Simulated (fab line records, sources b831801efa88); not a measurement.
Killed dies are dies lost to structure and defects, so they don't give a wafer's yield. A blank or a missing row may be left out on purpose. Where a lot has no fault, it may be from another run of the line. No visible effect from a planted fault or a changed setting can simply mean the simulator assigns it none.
The tool behind it: which one?    flow sky130    11 lots, 33 wafers sampled, at 5 steps of a route of 708

WHAT EACH GAUGE READ, for each wafer
SKY_NWELL_THK_MEAS_02.
lot   measured     on             NWELL_OXIDATION_THK (nm)
L530  day 2 11:23  film metro-01  9.68 9.86 9.88
L532  day 3 00:49  film metro-02  10.12 10.08 10.20
L533  day 3 06:10  film metro-01  10.42 10.17 10.09
L534  day 3 10:44  film metro-01  9.96 9.84 9.84
L536  day 3 21:28  film metro-01  10.09 9.85 10.15
L539  day 4 09:44  film metro-03  10.14 9.94 9.99
L541  day 4 20:29  film metro-03  10.06 10.20 10.02
L542  day 5 05:44  film metro-03  11.99 12.09 11.81
L543  day 5 08:37  film metro-03  11.99 12.21 12.01
L546  day 6 03:38  film metro-01  10.01 10.10 10.18
L553  day 7 15:06  film metro-02  10.27 10.16 10.11

SKY_CONTACT_CD_MEAS_14: the cd target is 170 nm.
lot   measured      on         cd nm (nm)
L530  day 31 09:04  cd sem-02  169.6 171.1 169.3
L532  day 32 02:20  cd sem-01  171.5 171.1 170.0
L533  day 32 13:24  cd sem-02  169.6 170.7 169.2
L534  day 32 12:38  cd sem-01  166.4 167.6 168.1
L536  day 33 12:49  cd sem-01  167.9 168.1 169.5
L539  day 34 10:15  cd sem-01  171.6 170.8 169.5
L541  day 34 22:06  cd sem-02  170.9 170.9 170.7
L542  day 35 07:35  cd sem-01  172.9 170.4 170.7
L543  day 35 17:45  cd sem-01  169.7 169.6 169.9
L546  day 36 19:03  cd sem-02  168.8 169.2 169.2
L553  day 38 12:07  cd sem-01  171.1 170.7 170.7

WHICH TOOL RAN EACH LOT (tool, then ch and the chambers of the sampled wafers, then the start)
lot   SKY_NWELL_OXIDATION_01        SKY_POLY_GATE_ETCH_15               SKY_LI_CONTACT_STRIP_16
L530  furnace-02 ch 0, day 2 09:59  rie diel-02 ch 0,1,2, day 16 09:14  plasma asher-01 ch 0,1, day 28 23:58
L532  furnace-02 ch 0, day 2 23:25  rie diel-04 ch 0,2,3, day 17 01:07  plasma asher-04 ch 0,1, day 29 17:34
L533  furnace-01 ch 0, day 3 04:46  rie diel-01 ch 1,2, day 17 10:31    plasma asher-04 ch 0,1, day 30 04:01
L534  furnace-01 ch 0, day 3 09:20  rie diel-04 ch 1,2, day 17 10:52    plasma asher-01 ch 0,1, day 30 02:34
L536  furnace-01 ch 0, day 3 20:05  rie diel-01 ch 0,2,3, day 18 14:29  plasma asher-03 ch 0,1, day 31 04:38
L539  furnace-01 ch 0, day 4 08:20  rie diel-02 ch 0,1,3, day 19 11:04  plasma asher-03 ch 0,1, day 32 01:13
L541  furnace-01 ch 0, day 4 19:05  rie diel-01 ch 0,2,3, day 20 06:55  plasma asher-04 ch 0,1, day 32 14:55
L542  furnace-01 ch 0, day 5 04:19  rie diel-04 ch 0,2,3, day 20 18:58  plasma asher-03 ch 0, day 33 00:40
L543  furnace-01 ch 0, day 5 07:14  rie diel-04 ch 2,3, day 21 02:31    plasma asher-04 ch 0,1, day 33 09:19
L546  furnace-02 ch 0, day 6 02:13  rie diel-02 ch 0,1,2, day 22 08:32  plasma asher-01 ch 0,1, day 34 11:47
L553  furnace-02 ch 0, day 7 13:43  rie diel-02 ch 0,1,2, day 24 12:31  plasma asher-04 ch 0,1, day 36 06:02
- SKY_NWELL_OXIDATION_01: stabilise 600 s, purge 300 s, target thk 10 nm.
- SKY_POLY_GATE_ETCH_15: etches BARC in N2/H2, stops on SiO2, time 118.5 s, target depth 110 nm.
- SKY_LI_CONTACT_STRIP_16: strips in O2/N2.

AS READ BY THE TOOLS THEMSELVES (means over the sampled wafers that have a number; for cases with no such wafer, the mark the record gives instead)
SKY_NWELL_OXIDATION_01.
lot   tool        spike tc bottom C (C)  spike tc centre C (C)  spike tc lower C (C)  spike tc top C (C)  spike tc upper C (C)  tube center temp C (C)  tube_center_temp_C_max  zone power centre pct (%)
L530  furnace-02  920.5                  900.6                  899.4                 910.0               900.5                 900                     901.9                   18.06
L532  furnace-02  920.4                  900.0                  899.9                 910.3               900.5                 900                     902.2                   18.00
L533  furnace-01  919.3                  899.7                  903.9                 910.9               898.9                 900                     902.1                   18.27
L534  furnace-01  920.2                  899.6                  902.8                 910.5               899.6                 900                     902.7                   18.08
L536  furnace-01  919.1                  900.4                  902.4                 911.8               899.4                 900                     902.3                   18.08
L539  furnace-01  918.9                  901.4                  902.5                 911.7               899.8                 900                     902.2                   18.24
L541  furnace-01  919.3                  900.6                  902.6                 912.0               899.6                 900                     902.4                   18.17
L542  furnace-01  934.4                  916.6                  919.2                 927.8               916.0                 916                     918.8                   18.70
L543  furnace-01  935.0                  916.5                  918.9                 927.4               915.1                 916                     918.4                   19.06
L546  furnace-02  920.0                  900.3                  900.9                 910.2               901.2                 900                     902.5                   18.02
L553  furnace-02  919.4                  900.2                  900.2                 910.3               900.9                 900                     902.1                   17.91

SKY_POLY_GATE_ETCH_15.
lot   tool         drypump motor current A (A)  oes product au (a.u.)  rf fwd power W (W)  throttle valve pct (%)
L530  rie diel-02  6.2                          0.720                  497.5               13.217
L532  rie diel-04  5.8                          0.721                  497.1               13.225
L533  rie diel-01  6.1                          0.714                  496.4               13.208
L534  rie diel-04  5.8                          0.718                  496.4               13.214
L536  rie diel-01  5.4                          0.713                  497.5               13.218
L539  rie diel-02  6.1                          0.720                  496.4               13.215
L541  rie diel-01  5.4                          0.721                  497.8               13.214
L542  rie diel-04  5.8                          0.715                  496.5               13.211
L543  rie diel-04  5.7                          0.720                  496.1               13.222
L546  rie diel-02  6.2                          0.720                  498.0               13.221
L553  rie diel-02  6.2                          0.722                  497.1               13.217

SKY_LI_CONTACT_STRIP_16.
lot   tool             drypump motor current A (A)  oes product au (a.u.)  strip time to endpoint s (s)
L530  plasma asher-01  5.6                          0.376                  3.522
L532  plasma asher-04  5.7                          0.366                  3.473
L533  plasma asher-04  5.7                          0.377                  3.487
L534  plasma asher-01  5.6                          0.378                  3.471
L536  plasma asher-03  5.4                          0.379                  3.514
L539  plasma asher-03  5.3                          0.371                  3.504
L541  plasma asher-04  5.7                          0.376                  3.507
L542  plasma asher-03  6.3                          0.377                  3.480
L543  plasma asher-04  5.7                          0.375                  3.483
L546  plasma asher-01  5.6                          0.376                  3.482
L553  plasma asher-04  5.7                          0.377                  3.496

THE ANSWER, worked out from the rows above alone
Rule: the usual values come from the lots themselves. The widest of any qualifying gaps counts: lots, ordered by their means at a reading, are off when they make up no more than a third of the lots, leave a main group of 4 or more, and stand apart from it by 3 or more times the standard deviation of that group's means. If all means in a main group match to the digits the tables above print for the reading, that group is not used. A lot without any number at a reading at which 4 lots or more have one is off too. All remaining lots with rows at the step are treated as sound. After the gauges, taken in route order, come the tools' own readings; for these a lot's mean is taken, as printed above. At the first step where some lot is off, the reading lying furthest off is the one used; lots without a number count as furthest.
Off: L542, L543, at SKY_NWELL_THK_MEAS_02 (NWELL_OXIDATION_THK). For the main group the mean is 10.05 nm and the standard deviation 0.13.
A tool fits if, at a process step before that reading, it ran every lot that is off, and no sound lot after the first of them. Not tried: the gauges at SKY_NWELL_THK_MEAS_02; whatever is off there is also off at SKY_NWELL_OXIDATION_01, on other tools, and gauge error can't account for it. One fits: furnace-01 at SKY_NWELL_OXIDATION_01. Its last sound lot is L541 (day 4 19:05), its first lot that is off L542 (day 5 04:19): a fault that began between those two fits.
The tool's own readings at SKY_NWELL_OXIDATION_01 bear it out: on the lots that are off they differ by more than 5 times the standard deviation of the sound lots' means. spike tc bottom C reads 934.7 C there against 919.7 C on the sound lots; spike tc centre C reads 916.5 C there against 900.3 C on the sound lots; spike tc lower C reads 919.0 C there against 901.6 C on the sound lots; spike tc top C reads 927.6 C there against 910.9 C on the sound lots; spike tc upper C reads 915.5 C there against 900.0 C on the sound lots; tube center temp C reads 916 C there against 900 C on the sound lots; tube_center_temp_C_max reads 918.6 there against 902.3 on the sound lots; zone power centre pct reads 18.88 % there against 18.09 % on the sound lots.

WHAT THE SIMULATOR HAD PUT IN
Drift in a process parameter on furnace-01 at SKY_NWELL_OXIDATION_01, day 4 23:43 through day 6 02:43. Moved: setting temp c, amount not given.
Shown lots that were struck: L542, L543. Same finding as the rule above.
